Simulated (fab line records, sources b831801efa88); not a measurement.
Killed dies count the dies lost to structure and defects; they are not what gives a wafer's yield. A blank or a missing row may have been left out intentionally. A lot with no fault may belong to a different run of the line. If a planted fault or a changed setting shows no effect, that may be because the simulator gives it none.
Split-lot trial | flow gf180mcu | 23 wafers read from 5 lots, route of 602 steps

== THE SPLIT ==
At GF_V3_CVD_23 (deposits W, target thk 350 nm, time 104.9 s), the setting temp c was moved away from the recipe's 400 C on 8 of the 23 wafers read, by +1.5% to +2.6%. This setting was run at the recipe's value on the other wafers.

== THE PATH FROM SPLIT TO READING: the file shows 1 step between them ==
- GF_V3_RS_MEAS_24: measures by four-point-probe

== THE READING ==
V3_W_THK, in nm, at GF_V3_THK_MEAS_25 (measures by xrf). Typical for fault-free wafers on this fab line: 344 nm, with standard deviation 4.9 nm.

wafer  | tool, chamber at the split | temp c as run, C | against the recipe | V3_W_THK, nm | against lot-mates on the recipe
L074.1 | cvd w-02, 0                | 400              | recipe             | 344          | -
L074.2 | cvd w-02, 1                | 400              | recipe             | 345          | -
L074.4 | cvd w-02, 1                | 400              | recipe             | 340          | -
L074.5 | cvd w-02, 1                | 400              | recipe             | 340          | -
L074.6 | cvd w-02, 0                | 400              | recipe             | 343          | -
L075.1 | cvd w-02, 0                | 410.5            | +2.6%              | 412          | +70
L075.3 | cvd w-02, 1                | 400              | recipe             | 342          | -
L075.4 | cvd w-02, 0                | 400              | recipe             | 342          | -
L075.5 | cvd w-02, 1                | 410.5            | +2.6%              | 418          | +76
L075.6 | cvd w-02, 0                | 410.5            | +2.6%              | 410          | +68
L082.1 | cvd w-02, 0                | 409.3            | +2.3%              | 403          | +61
L082.2 | cvd w-02, 1                | 400              | recipe             | 342          | -
L082.3 | cvd w-02, 0                | 400              | recipe             | 339          | -
L082.5 | cvd w-02, 0                | 400              | recipe             | 344          | -
L082.6 | cvd w-02, 1                | 409.3            | +2.3%              | 400          | +58
L083.2 | cvd w-01, 0                | 406              | +1.5%              | 381          | +40
L083.3 | cvd w-01, 0                | 400              | recipe             | 344          | -
L083.4 | cvd w-01, 1                | 406              | +1.5%              | 382          | +41
L083.5 | cvd w-01, 1                | 406              | +1.5%              | 384          | +43
L083.6 | cvd w-01, 0                | 400              | recipe             | 338          | -
L084.1 | cvd w-01, 0                | 400              | recipe             | 353          | -
L084.2 | cvd w-01, 1                | 400              | recipe             | 348          | -
L084.4 | cvd w-01, 0                | 400              | recipe             | 346          | -

FIT RESULTS
A straight line over all 23 wafers: V3_W_THK changes by +26.1 nm for each +1% of temp c; r = +0.99; the points scatter about the line by 3.5 nm.
The same after taking each lot's own level away (the mean of its wafers on the recipe; 23 wafers): +26.8 nm for each +1%; r = +1.00; scatter 2.6 nm.
The reading moves by 70 nm for the largest change in temp c, on that fit.
Measured against the standard deviation above, the lots' own levels, which go from 341.0 to 349.0 nm, span 1.6 times it.
Consequently the slope shifts little with the lot-to-lot level, the two slopes agreeing.
Check: with one of the wafers moved furthest among these (+2.6%) left out of the fit, the line predicts +70.5 nm for it against its lot-mates. Against them it came out at +70 nm.

== FURTHER SPLITS ON THESE WAFERS ==
Other splits were also applied to these wafers ahead of the reading. Each is held against what the fit with the lots' levels taken away leaves over:
other split on the same wafers       | wafers away from the commonest value | r with V3_W_THK (lot level and that fit taken away)
GF_M2_METAL_ETCH_16 time s           | 8                                    | -0.33
GF_V2_CMP_04 leave above ref nm      | 10                                   | +0.02
GF_V2_ETCH_16 bias w                 | 5                                    | -0.09
GF_M3_SPUTTER_00 chamber pressure pa | 18                                   | +0.15
GF_M3_COAT_09 resist thk nm          | 5                                    | +0.45
GF_V3_CVD_00 sih4 flow sccm          | 8                                    | +0.15

== THE WHOLE CHAIN: every reading that the file lists as answering this split, in the file's order ==
step              | what it does                                                | reading                                                                | change (the file's fit)              | r (the file's)
GF_V3_CVD_23      | deposits W, target thk 350 nm, time 104.9 s                 | W_of_V3_CVD_23.thk nm (the simulator's own value, which no gauge read) | +27.9 nm for each +1% of the setting | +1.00
GF_V3_RS_MEAS_24  | measures by four-point-probe                                | V3_W_RS                                                                | -0.0227 for each +1% of the setting  | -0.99
GF_V3_THK_MEAS_25 | measures by xrf                                             | V3_W_THK                                                               | +26.8 for each +1% of the setting    | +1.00
GF_V3_CMP_26      | polishes, stops on SiO2, t overpolish 15 s, target thk 0 nm | time to endpoint s                                                     | withheld for each +1% of the setting | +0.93

== THE FILE'S OWN FIT ==
V3_W_THK changes by +26.8 nm for each +1% of temp c, r = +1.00.
